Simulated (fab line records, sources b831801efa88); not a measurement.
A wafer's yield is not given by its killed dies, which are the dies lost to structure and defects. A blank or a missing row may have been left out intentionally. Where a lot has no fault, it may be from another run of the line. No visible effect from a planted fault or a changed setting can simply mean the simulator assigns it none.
fab line records -- flow gf180mcu -- part 1 of 2: steps 1 to 27 of 38
record: lots: 5, wafers: 15, last_day: 33
route steps=602 shown MIM@510 M5@526 V5@540
lots with no fault: from the same line, run without faults
start_h: start of the lot's first displayed wafer, in hours after the record's first day -- wait_h: time in hours since the lot's previous step -- " as in the row above -- L1.1+2: a single row standing in for several wafers -- - no value, or no start was given -- * or withheld: withheld -- < > ~ a bound
route shown NAME@n: a module of which the file shows steps, and the number in the route of the first -- usual: mean/standard deviation taken from wafers without a fault -- same: alike in all rows -- chamber/n: place in a boat -- sites: each site's reading -- _std_site: the standard deviation of these -- _edge_site: mean of outer sites minus mean of inner sites -- radius_mm: for every site, how far away it sits from the centre of the wafer -- mask NAME#n: copy n -- behind: the last tool/chamber to shape the wafer -- hold: cause of the lot's hold/its duration in hours/its outcome -- device: whichever transistor did not switch (one of n, p or np) -- end of line: the route-end tests of the same wafers -- for a step that has no rows: nothing shown but its recipe -- killed: not the wafer's yield, but the dies lost to structure and defects at the first sort -- map: per-die view of a wafer (x killed, . not killed, _ where there is no die)
set.NAME: the setting that was run; set.NAME@STEP: the one run at that earlier step -- model.NAME: the simulator's own value behind a step, which no gauge read
lots at selected steps of the route; one table per step, one row per wafer
services: the hour from which a tool's chamber was out of use, counted from the record's first day as start_h (under 0 if before that day), plus the number of hours and why
== steps ==
step: GF_MIM_SPUTTER_07
recipe: material: TiN, target_thk_nm: 60, power_w: 6500, time_s: 50, chamber_pressure_pa: 0.4
usual: throttle_valve_pct: 29.7/0.63
lot.wafer,tool,chamber,start_h,wait_h,throttle_valve_pct
L080.1,pvd_sputter-01,-,613.24,0.1,30.6
L080.5,pvd_sputter-01,-,613.24,0.1,28.5
L080.6,pvd_sputter-01,-,613.24,0.1,30.6
L081.1,pvd_sputter-03,-,625.13,0.1,29.4
L081.4,pvd_sputter-03,-,625.13,0.1,28.9
L081.5,pvd_sputter-03,-,625.13,0.1,29.8
L087.2,pvd_sputter-01,-,668.14,0.0,29.6
L087.5,pvd_sputter-01,-,668.14,0.0,29.3
L087.6,pvd_sputter-01,-,668.14,0.0,28.8
L088.1,pvd_sputter-03,-,675.94,0.1,29.9
L088.2,pvd_sputter-03,-,675.94,0.1,29.6
L088.3,pvd_sputter-03,-,675.94,0.1,30.0
L093.1,pvd_sputter-01,-,707.69,0.1,29.4
L093.2,pvd_sputter-01,-,707.69,0.1,30.7
L093.6,pvd_sputter-01,-,707.69,0.1,29.5
step: GF_MIM_SPUTTER_08
recipe: material: AlCu, target_thk_nm: 200, power_w: 10600, time_s: 10.6, chamber_pressure_pa: 0.4
usual: throttle_valve_pct: 29.7/0.62
lot.wafer,tool,chamber,start_h,wait_h,throttle_valve_pct
L080.1,pvd_sputter-01,-,613.29,0.0,30.7
L080.5,pvd_sputter-01,-,613.29,0.0,28.5
L080.6,pvd_sputter-01,-,613.29,0.0,30.8
L081.1,pvd_sputter-03,-,625.18,0.0,29.7
L081.4,pvd_sputter-03,-,625.18,0.0,29.4
L081.5,pvd_sputter-03,-,625.18,0.0,30.0
L087.2,pvd_sputter-01,-,668.18,0.0,29.5
L087.5,pvd_sputter-01,-,668.18,0.0,29.7
L087.6,pvd_sputter-01,-,668.18,0.0,28.6
L088.1,pvd_sputter-03,-,675.99,0.0,30.0
L088.2,pvd_sputter-03,-,675.99,0.0,29.4
L088.3,pvd_sputter-03,-,675.99,0.0,30.0
L093.1,pvd_sputter-01,-,707.74,0.0,29.5
L093.2,pvd_sputter-01,-,707.74,0.0,30.8
L093.6,pvd_sputter-01,-,707.74,0.0,29.7
step: GF_MIM_SPUTTER_09
recipe: material: TiN, target_thk_nm: 35, power_w: 6500, time_s: 29.2, chamber_pressure_pa: 0.4
usual: throttle_valve_pct: 29.7/0.63
lot.wafer,tool,chamber,start_h,wait_h,throttle_valve_pct
L080.1,pvd_sputter-01,-,613.31,0.0,30.7
L080.5,pvd_sputter-01,-,613.31,0.0,28.7
L080.6,pvd_sputter-01,-,613.31,0.0,30.6
L081.1,pvd_sputter-03,-,625.20,0.0,29.7
L081.4,pvd_sputter-03,-,625.20,0.0,29.5
L081.5,pvd_sputter-03,-,625.20,0.0,29.9
L087.2,pvd_sputter-01,-,668.21,0.0,29.4
L087.5,pvd_sputter-01,-,668.21,0.0,29.4
L087.6,pvd_sputter-01,-,668.21,0.0,28.6
L088.1,pvd_sputter-03,-,676.01,0.0,30.0
L088.2,pvd_sputter-03,-,676.01,0.0,29.0
L088.3,pvd_sputter-03,-,676.01,0.0,29.5
L093.1,pvd_sputter-01,-,707.76,0.0,29.5
L093.2,pvd_sputter-01,-,707.76,0.0,30.5
L093.6,pvd_sputter-01,-,707.76,0.0,29.3
step: GF_MIM_RS_MEAS_10
recipe: thk_meas_gauge: four-point-probe, reads: TiN_of_MIM_SPUTTER_09+AlCu_of_MIM_SPUTTER_08+TiN_of_MIM_SPUTTER_07
usual: MIM_ALCU_RS: 0.1613/0.0014
lot.wafer,tool,chamber,start_h,wait_h,MIM_ALCU_RS[ohm/sq]
L080.1,film_metro-02,-,613.34,0.0,0.1616
L080.5,film_metro-02,-,613.34,0.0,0.1628
L080.6,film_metro-02,-,613.34,0.0,0.1608
L081.1,film_metro-03,-,625.23,0.0,0.1600
L081.4,film_metro-03,-,625.23,0.0,0.1601
L081.5,film_metro-03,-,625.23,0.0,0.1588
L087.2,film_metro-01,-,668.26,0.0,0.1588
L087.5,film_metro-01,-,668.26,0.0,0.1593
L087.6,film_metro-01,-,668.26,0.0,0.1608
L088.1,film_metro-02,-,676.04,0.0,0.1608
L088.2,film_metro-02,-,676.04,0.0,0.1623
L088.3,film_metro-02,-,676.04,0.0,0.1622
L093.1,film_metro-03,-,707.79,0.0,0.1577
L093.2,film_metro-03,-,707.79,0.0,0.1584
L093.6,film_metro-03,-,707.79,0.0,0.1586
step: GF_MIM_THK_MEAS_11
recipe: thk_meas_gauge: xrf, reads: AlCu_of_MIM_SPUTTER_08
usual: MIM_ALCU_THK: 201.6/2
lot.wafer,tool,chamber,start_h,wait_h,MIM_ALCU_THK[nm]
L080.1,film_metro-02,-,613.46,0.1,200.2
L080.5,film_metro-02,-,613.46,0.1,198.7
L080.6,film_metro-02,-,613.46,0.1,200.8
L081.1,film_metro-03,-,625.35,0.1,203.0
L081.4,film_metro-03,-,625.35,0.1,203.4
L081.5,film_metro-03,-,625.35,0.1,205.3
L087.2,film_metro-01,-,668.37,0.1,205.0
L087.5,film_metro-01,-,668.37,0.1,202.1
L087.6,film_metro-01,-,668.37,0.1,203.0
L088.1,film_metro-02,-,676.16,0.1,200.8
L088.2,film_metro-02,-,676.16,0.1,199.4
L088.3,film_metro-02,-,676.16,0.1,199.1
L093.1,film_metro-03,-,707.91,0.1,205.4
L093.2,film_metro-03,-,707.91,0.1,205.2
L093.6,film_metro-03,-,707.91,0.1,206.1
step: GF_MIM_DEHYDRATE_12
recipe: temp_c: 200, time_s: 60
usual: plate_temp_C: 200.02/0.15
lot.wafer,tool,chamber,start_h,wait_h,plate_temp_C
L080.1,litho_track-01,0,623.31,9.8,200.33
L080.5,litho_track-01,0,623.31,9.8,200.21
L080.6,litho_track-01,0,623.31,9.8,200.13
L081.1,litho_track-02,0,634.52,9.2,199.80
L081.4,litho_track-02,0,634.52,9.2,200.05
L081.5,litho_track-02,0,634.52,9.2,199.96
L087.2,litho_track-02,0,677.39,9.0,200.09
L087.5,litho_track-02,0,677.39,9.0,199.93
L087.6,litho_track-02,0,677.39,9.0,199.97
L088.1,litho_track-01,0,684.91,8.7,199.82
L088.2,litho_track-01,0,684.91,8.7,200.01
L088.3,litho_track-01,0,684.91,8.7,200.00
L093.1,litho_track-02,0,716.17,8.2,200.21
L093.2,litho_track-02,0,716.17,8.2,200.17
L093.6,litho_track-02,0,716.17,8.2,199.93
step: GF_MIM_HMDS_13
recipe: prime_time_s: 60, prime_temp_c: 120
lot.wafer,tool,chamber,start_h,wait_h
L080.1+5+6,litho_track-01,0,623.46,0.1
L081.1+4+5,litho_track-02,0,634.67,0.1
L087.2+5+6,litho_track-02,0,677.54,0.1
L088.1+2+3,litho_track-01,0,685.06,0.1
L093.1+2+6,litho_track-02,0,716.32,0.1
step: GF_MIM_COAT_14
recipe: resist: NOVOLAK, spin_rpm: 3000, resist_thk_nm: 1000
lot.wafer,tool,chamber,start_h,wait_h
L080.1+5+6,litho_track-01,0,623.61,0.1
L081.1+4+5,litho_track-02,0,634.82,0.1
L087.2+5+6,litho_track-02,0,677.69,0.1
L088.1+2+3,litho_track-01,0,685.21,0.1
L093.1+2+6,litho_track-02,0,716.47,0.1
step: GF_MIM_SOFTBAKE_15
recipe: temp_c: 90, time_s: 60, resist: NOVOLAK
usual: plate_temp_C: 90.02/0.13
lot.wafer,tool,chamber,start_h,wait_h,plate_temp_C
L080.1,litho_track-01,0,623.76,0.1,89.89
L080.5,litho_track-01,0,623.76,0.1,89.95
L080.6,litho_track-01,0,623.76,0.1,89.92
L081.1,litho_track-02,0,634.97,0.1,90.04
L081.4,litho_track-02,0,634.97,0.1,89.99
L081.5,litho_track-02,0,634.97,0.1,90.22
L087.2,litho_track-02,0,677.84,0.1,89.98
L087.5,litho_track-02,0,677.84,0.1,89.91
L087.6,litho_track-02,0,677.84,0.1,90.14
L088.1,litho_track-01,0,685.36,0.1,90.00
L088.2,litho_track-01,0,685.36,0.1,90.29
L088.3,litho_track-01,0,685.36,0.1,90.19
L093.1,litho_track-02,0,716.62,0.1,89.93
L093.2,litho_track-02,0,716.62,0.1,90.10
L093.6,litho_track-02,0,716.62,0.1,89.99
step: GF_MIM_EXPOSE_16
recipe: mask_id: FuseTop, target_cd_nm: 2000, na: 0.6, source_shape: conventional, sigma_outer: 0.6, dose_mj: 140
lot.wafer,tool,chamber,start_h,wait_h,mask
L080.1+5+6,iline_stepper-01,0,-,-,FuseTop#0
L081.1+4+5,iline_stepper-01,0,-,-,FuseTop#0
L087.2+5+6,iline_stepper-02,0,-,-,FuseTop#0
L088.1+2+3,iline_stepper-01,0,-,-,FuseTop#0
L093.1+2+6,iline_stepper-02,0,-,-,FuseTop#0
step: GF_MIM_PEB_17
recipe: temp_c: withheld, time_s: *, resist: NOVOLAK
lot.wafer,tool,chamber,start_h,wait_h
L080.1+5+6,litho_track-02,0,-,-
L081.1+4+5,litho_track-01,0,-,-
L087.2+5+6,litho_track-02,0,-,-
L088.1+2+3,litho_track-01,0,-,-
L093.1+2+6,litho_track-01,0,-,-
step: GF_MIM_DEVELOP_18
recipe: develop_time_s: 60, dev_temp_c: 23
lot.wafer,tool,chamber,start_h,wait_h
L080.1+5+6,litho_track-02,0,633.67,0.1
L081.1+4+5,litho_track-01,0,644.71,0.1
L087.2+5+6,litho_track-02,0,687.04,0.1
L088.1+2+3,litho_track-01,0,694.51,0.1
L093.1+2+6,litho_track-01,0,725.26,0.1
step: GF_MIM_METAL_ETCH_19
recipe: chemistry: Cl2/BCl3, mask_material: NOVOLAK, stop_on: Si3N4, target_depth_nm: 324.5, pressure_mtorr: 8, icp_w: 800, bias_w: 140, Cl2_flow_sccm: 80, bcl3_flow_sccm: 40, time_s: 54.1
usual: drypump_motor_current_A: 5.8/0.7, oes_product_au: 0.939/0.0053, rf_fwd_power_W: 791.9/2.7, throttle_valve_pct: 28.284/0.0088
lot.wafer,tool,chamber,start_h,wait_h,drypump_motor_current_A,oes_product_au,rf_fwd_power_W,rf_hours_counter_h,throttle_valve_pct
L080.1,rie_metal-01,1,633.82,0.1,6.0,0.942,791.8,12,28.295
L080.5,rie_metal-01,1,633.82,0.1,6.0,0.927,793.5,-,28.285
L080.6,rie_metal-01,0,633.82,0.1,5.5,0.929,791.2,-,28.273
L081.1,rie_metal-03,0,644.86,0.1,4.9,0.937,790.4,12,28.272
L081.4,rie_metal-03,0,644.86,0.1,4.9,0.940,795.6,-,28.288
L081.5,rie_metal-03,0,644.86,0.1,4.9,0.941,791.5,-,28.277
L087.2,rie_metal-03,1,687.17,0.1,6.8,0.946,790.8,10,28.270
L087.5,rie_metal-03,0,687.17,0.1,4.9,0.939,790.7,-,28.283
L087.6,rie_metal-03,1,687.17,0.1,6.8,0.937,794.6,-,28.295
L088.1,rie_metal-04,1,694.66,0.1,5.6,0.937,789.3,14,28.291
L088.2,rie_metal-04,0,694.66,0.1,6.2,0.942,796.3,1,28.280
L088.3,rie_metal-04,1,694.66,0.1,5.6,0.941,790.4,-,28.282
L093.1,rie_metal-04,1,725.41,0.1,5.6,0.950,793.7,15,28.260
L093.2,rie_metal-04,0,725.41,0.1,6.2,0.950,793.0,2,28.273
L093.6,rie_metal-04,0,725.41,0.1,6.2,0.940,795.1,-,28.271
step: GF_MIM_STRIP_20
recipe: chemistry: O2/N2, power_w: 1400, pressure_mtorr: 1500, platen_temp_c: 250, o2_flow_sccm: 3000, n2_flow_sccm: 300, overash_fraction: 0.5
usual: drypump_motor_current_A: 5.46/0.25, heater_power_w: 328/24, o2_flow_sccm: 3000/8.1, oes_product_au: 0.691/0.0046, strip_time_to_endpoint_s: 11.22/0.04
lot.wafer,tool,chamber,start_h,wait_h,drypump_motor_current_A,heater_power_w,o2_flow_sccm,oes_product_au,rf_hours_counter_h,strip_time_to_endpoint_s
L080.1,plasma_asher-03,1,633.89,0.0,5.96,371,3000,0.687,21,11.26
L080.5,plasma_asher-03,0,633.89,0.0,5.58,312,2997,0.689,-,11.21
L080.6,plasma_asher-03,1,633.89,0.0,5.98,383,3001,0.689,-,11.30
L081.1,plasma_asher-04,0,644.93,0.0,5.31,304,3020,0.691,87,11.19
L081.4,plasma_asher-04,0,644.93,0.0,5.30,308,2993,0.693,-,11.20
L081.5,plasma_asher-04,0,644.93,0.0,5.31,318,2997,0.699,-,11.21
L087.2,plasma_asher-04,1,687.24,0.0,5.24,329,3001,0.693,92,11.26
L087.5,plasma_asher-04,0,687.24,0.0,5.30,316,2999,0.694,-,11.29
L087.6,plasma_asher-04,1,687.24,0.0,5.23,321,2998,0.693,-,11.22
L088.1,plasma_asher-03,1,694.73,0.0,5.97,369,3001,0.701,27,11.29
L088.2,plasma_asher-03,0,694.73,0.0,5.54,317,3002,0.695,27,11.25
L088.3,plasma_asher-03,0,694.73,0.0,5.53,315,2986,0.693,-,11.31
L093.1,plasma_asher-02,0,725.48,0.0,5.65,302,2989,0.691,63,11.24
L093.2,plasma_asher-02,1,725.48,0.0,5.28,343,2994,0.697,63,11.27
L093.6,plasma_asher-02,1,725.48,0.0,5.27,353,2989,0.693,-,11.25
step: GF_MIM_STRIP_21
recipe: chemistry: post_etch_residue_remover, time_s: 1200, temp_c: 72.5
usual: temp_c: 72.47/0.12
lot.wafer,tool,chamber,start_h,wait_h,temp_c
L080.1,wet_bench-03,1,633.99,0.1,72.27
L080.5,wet_bench-03,1,633.99,0.1,72.25
L080.6,wet_bench-03,1,633.99,0.1,72.42
L081.1,wet_bench-04,1,645.03,0.1,72.43
L081.4,wet_bench-04,1,645.03,0.1,72.50
L081.5,wet_bench-04,1,645.03,0.1,72.44
L087.2,wet_bench-03,2,687.34,0.1,72.38
L087.5,wet_bench-03,2,687.34,0.1,72.26
L087.6,wet_bench-03,2,687.34,0.1,72.18
L088.1,wet_bench-02,3,694.83,0.1,72.56
L088.2,wet_bench-02,3,694.83,0.1,72.42
L088.3,wet_bench-02,3,694.83,0.1,72.20
L093.1,wet_bench-04,2,725.58,0.1,72.42
L093.2,wet_bench-04,2,725.58,0.1,72.38
L093.6,wet_bench-04,2,725.58,0.1,72.46
step: GF_MIM_CLEAN_22
recipe: chemistry: DIW, dry: n2_spin
lot.wafer,tool,chamber,start_h,wait_h
L080.1+5+6,wet_bench-02,0,634.36,0.0
L081.1+4+5,wet_bench-02,1,645.37,0.0
L087.2+5+6,wet_bench-04,0,687.68,0.0
L088.1+2+3,wet_bench-04,2,695.17,0.0
L093.1+2+6,wet_bench-02,2,725.92,0.0
step: GF_M5_DEHYDRATE_00
recipe: temp_c: 200, time_s: 60
usual: plate_temp_C: 200.00/0.13
lot.wafer,tool,chamber,start_h,wait_h,plate_temp_C
L080.1,litho_track-04,0,643.85,9.4,200.08
L080.5,litho_track-04,0,643.85,9.4,199.97
L080.6,litho_track-04,0,643.85,9.4,200.05
L081.1,litho_track-02,0,654.77,9.3,200.09
L081.4,litho_track-02,0,654.77,9.3,200.26
L081.5,litho_track-02,0,654.77,9.3,200.17
L087.2,litho_track-02,0,696.54,8.8,200.01
L087.5,litho_track-02,0,696.54,8.8,199.94
L087.6,litho_track-02,0,696.54,8.8,200.07
L088.1,litho_track-04,0,703.50,8.2,200.12
L088.2,litho_track-04,0,703.50,8.2,200.17
L088.3,litho_track-04,0,703.50,8.2,199.90
L093.1,litho_track-02,0,734.32,8.3,200.04
L093.2,litho_track-02,0,734.32,8.3,200.13
L093.6,litho_track-02,0,734.32,8.3,200.19
step: GF_M5_HMDS_01
recipe: prime_time_s: 60, prime_temp_c: 120
lot.wafer,tool,chamber,start_h,wait_h
L080.1+5+6,litho_track-04,0,644.00,0.1
L081.1+4+5,litho_track-02,0,654.92,0.1
L087.2+5+6,litho_track-02,0,696.69,0.1
L088.1+2+3,litho_track-04,0,703.65,0.1
L093.1+2+6,litho_track-02,0,734.47,0.1
step: GF_M5_COAT_02
recipe: resist: KrF, spin_rpm: withheld, resist_thk_nm: 1000
lot.wafer,tool,chamber,start_h,wait_h
L080.1+5+6,litho_track-04,0,644.15,0.1
L081.1+4+5,litho_track-02,0,655.07,0.1
L087.2+5+6,litho_track-02,0,696.84,0.1
L088.1+2+3,litho_track-04,0,703.80,0.1
L093.1+2+6,litho_track-02,0,734.62,0.1
step: GF_M5_SOFTBAKE_03
recipe: temp_c: 130, time_s: 60, resist: KrF
usual: plate_temp_C: 129.99/0.14
lot.wafer,tool,chamber,start_h,wait_h,plate_temp_C
L080.1,litho_track-04,0,644.30,0.1,129.90
L080.5,litho_track-04,0,644.30,0.1,130.03
L080.6,litho_track-04,0,644.30,0.1,129.89
L081.1,litho_track-02,0,655.22,0.1,130.16
L081.4,litho_track-02,0,655.22,0.1,130.01
L081.5,litho_track-02,0,655.22,0.1,130.04
L087.2,litho_track-02,0,696.99,0.1,129.92
L087.5,litho_track-02,0,696.99,0.1,129.97
L087.6,litho_track-02,0,696.99,0.1,130.16
L088.1,litho_track-04,0,703.95,0.1,129.89
L088.2,litho_track-04,0,703.95,0.1,130.07
L088.3,litho_track-04,0,703.95,0.1,130.01
L093.1,litho_track-02,0,734.77,0.1,130.08
L093.2,litho_track-02,0,734.77,0.1,129.92
L093.6,litho_track-02,0,734.77,0.1,130.01
step: GF_M5_EXPOSE_04
recipe: mask_id: Metal5, target_cd_nm: 280, na: 0.68, source_shape: conventional, sigma_outer: 0.6, dose_mj: 28
lot.wafer,tool,chamber,start_h,wait_h,mask
L080.1+5+6,krf_scanner-02,0,-,-,Metal5#0
L081.1+4+5,krf_scanner-02,0,-,-,Metal5#0
L087.2+5+6,krf_scanner-02,0,-,-,Metal5#0
L088.1+2+3,krf_scanner-01,0,-,-,Metal5#0
L093.1+2+6,krf_scanner-01,0,-,-,Metal5#0
step: GF_M5_PEB_05
recipe: peb_temp_c: 135, peb_time_s: 90, resist: KrF
usual: plate_temp_C: 135.00/0.13
lot.wafer,tool,chamber,start_h,wait_h,plate_temp_C
L080.1,litho_track-04,0,-,-,135.11
L080.5,litho_track-04,0,-,-,134.87
L080.6,litho_track-04,0,-,-,135.21
L081.1,litho_track-04,0,-,-,134.76
L081.4,litho_track-04,0,-,-,134.73
L081.5,litho_track-04,0,-,-,134.81
L087.2,litho_track-03,0,-,-,135.19
L087.5,litho_track-03,0,-,-,135.17
L087.6,litho_track-03,0,-,-,135.07
L088.1,litho_track-04,0,-,-,134.95
L088.2,litho_track-04,0,-,-,135.00
L088.3,litho_track-04,0,-,-,135.07
L093.1,litho_track-02,0,-,-,134.99
L093.2,litho_track-02,0,-,-,134.88
L093.6,litho_track-02,0,-,-,135.02
step: GF_M5_DEVELOP_06
recipe: develop_time_s: 60, dev_temp_c: 21
lot.wafer,tool,chamber,start_h,wait_h
L080.1+5+6,litho_track-04,0,654.00,0.2
L081.1+4+5,litho_track-04,0,664.95,0.2
L087.2+5+6,litho_track-03,0,706.39,0.2
L088.1+2+3,litho_track-04,0,713.35,0.2
L093.1+2+6,litho_track-02,0,743.12,0.2
step: GF_M5_CD_MEAS_07
recipe: target_cd_nm: 280
usual: cd_nm: 280.1/1.1
lot.wafer,tool,chamber,start_h,wait_h,cd_nm
L080.1,cd_sem-02,-,654.15,0.1,278.5
L080.5,cd_sem-02,-,654.15,0.1,277.9
L080.6,cd_sem-02,-,654.15,0.1,278.1
L081.1,cd_sem-02,-,665.10,0.1,279.6
L081.4,cd_sem-02,-,665.10,0.1,279.8
L081.5,cd_sem-02,-,665.10,0.1,279.5
L087.2,cd_sem-01,-,706.54,0.1,280.1
L087.5,cd_sem-01,-,706.54,0.1,281.2
L087.6,cd_sem-01,-,706.54,0.1,279.8
L088.1,cd_sem-01,-,713.50,0.1,279.1
L088.2,cd_sem-01,-,713.50,0.1,279.9
L088.3,cd_sem-01,-,713.50,0.1,279.1
L093.1,cd_sem-01,-,743.27,0.1,280.4
L093.2,cd_sem-01,-,743.27,0.1,279.7
L093.6,cd_sem-01,-,743.27,0.1,281.1
step: GF_M5_OVL_MEAS_08
usual: M5_OVL: 0/4.4
lot.wafer,tool,chamber,start_h,wait_h,M5_OVL[nm]
L080.1,overlay-02,-,654.27,0.1,-1
L080.5,overlay-02,-,654.27,0.1,-1
L080.6,overlay-02,-,654.27,0.1,3
L081.1,overlay-02,-,665.22,0.1,-8
L081.4,overlay-02,-,665.22,0.1,4
L081.5,overlay-02,-,665.22,0.1,-8
L087.2,overlay-02,-,706.64,0.1,-1
L087.5,overlay-02,-,706.64,0.1,3
L087.6,overlay-02,-,706.64,0.1,4
L088.1,overlay-01,-,713.62,0.1,-2
L088.2,overlay-01,-,713.62,0.1,0
L088.3,overlay-01,-,713.62,0.1,2
L093.1,overlay-01,-,743.39,0.1,-5
L093.2,overlay-01,-,743.39,0.1,-6
L093.6,overlay-01,-,743.39,0.1,-1
step: GF_M5_ETCH_09
recipe: chemistry: CF4/O2, target: Si3N4, target_depth_nm: 52, source_w: 800, bias_w: 150, pressure_mtorr: 150, cf4_flow_sccm: 80, O2_flow_sccm: 10, time_s: 11.6
usual: drypump_motor_current_A: 5.6/0.45, oes_product_au: 1.001/0.0076, rf_fwd_power_W: 788/3.9, throttle_valve_pct: 5.969/0.0085
lot.wafer,tool,chamber,start_h,wait_h,drypump_motor_current_A,oes_product_au,rf_fwd_power_W,rf_hours_counter_h,throttle_valve_pct
L080.1,rie_diel-01,2,654.31,0.0,6.0,0.993,791,0,5.967
L080.5,rie_diel-01,2,654.31,0.0,6.0,1.000,791,-,5.964
L080.6,rie_diel-01,3,654.31,0.0,5.7,1.000,784,-,5.970
L081.1,rie_diel-01,1,665.26,0.0,5.0,1.003,793,3,5.974
L081.4,rie_diel-01,2,665.26,0.0,5.9,0.997,793,1,5.966
L081.5,rie_diel-01,1,665.26,0.0,5.0,1.002,790,-,5.984
L087.2,rie_diel-03,3,706.67,0.0,6.2,1.004,785,14,5.964
L087.5,rie_diel-03,0,706.67,0.0,5.8,0.991,786,-,5.975
L087.6,rie_diel-03,3,706.67,0.0,6.2,0.992,783,-,5.976
L088.1,rie_diel-01,0,713.66,0.0,5.6,1.000,785,11,5.955
L088.2,rie_diel-01,3,713.66,0.0,5.7,1.013,788,54,5.972
L088.3,rie_diel-01,2,713.66,0.0,5.9,1.006,788,2,5.959
L093.1,rie_diel-04,0,743.42,0.0,5.3,0.979,790,21,5.959
L093.2,rie_diel-04,2,743.42,0.0,6.6,1.006,793,11,5.976
L093.6,rie_diel-04,3,743.42,0.0,5.8,0.992,778,-,5.977
step: GF_M5_METAL_ETCH_10
recipe: chemistry: Cl2/BCl3, mask_material: KrF, target_depth_nm: 750.8, stop_on: SiO2, pressure_mtorr: 8, icp_w: 800, bias_w: 140, Cl2_flow_sccm: 80, bcl3_flow_sccm: 40, time_s: 125.1
usual: drypump_motor_current_A: 5.8/0.58, oes_product_au: 0.992/0.0052, rf_fwd_power_W: 796.2/2.9, throttle_valve_pct: 28.228/0.0099
lot.wafer,tool,chamber,start_h,wait_h,drypump_motor_current_A,oes_product_au,rf_fwd_power_W,rf_hours_counter_h,throttle_valve_pct
L080.1,rie_metal-02,0,654.33,0.0,5.4,0.997,797.6,7,28.233
L080.5,rie_metal-02,1,654.33,0.0,6.0,0.994,797.1,-,28.217
L080.6,rie_metal-02,0,654.33,0.0,5.4,0.984,800.2,-,28.228
L081.1,rie_metal-03,1,665.28,0.0,6.8,0.980,798.2,9,28.227
L081.4,rie_metal-03,1,665.28,0.0,6.8,1.000,793.6,-,28.228
L081.5,rie_metal-03,1,665.28,0.0,6.8,0.991,796.0,-,28.220
L087.2,rie_metal-01,0,706.74,0.1,5.5,0.992,791.5,-,28.246
L087.5,rie_metal-01,0,706.74,0.1,5.5,0.986,791.9,-,28.236
L087.6,rie_metal-01,0,706.74,0.1,5.5,0.990,791.8,-,28.244
L088.1,rie_metal-02,0,713.68,0.0,5.5,0.978,799.9,10,28.232
L088.2,rie_metal-02,1,713.68,0.0,6.0,0.986,800.6,6,28.234
L088.3,rie_metal-02,1,713.68,0.0,6.0,0.999,797.7,-,28.245
L093.1,rie_metal-01,0,743.45,0.0,5.5,0.992,797.3,5,28.248
L093.2,rie_metal-01,1,743.45,0.0,6.0,0.991,795.8,1,28.252
L093.6,rie_metal-01,1,743.45,0.0,6.0,0.992,796.1,-,28.235
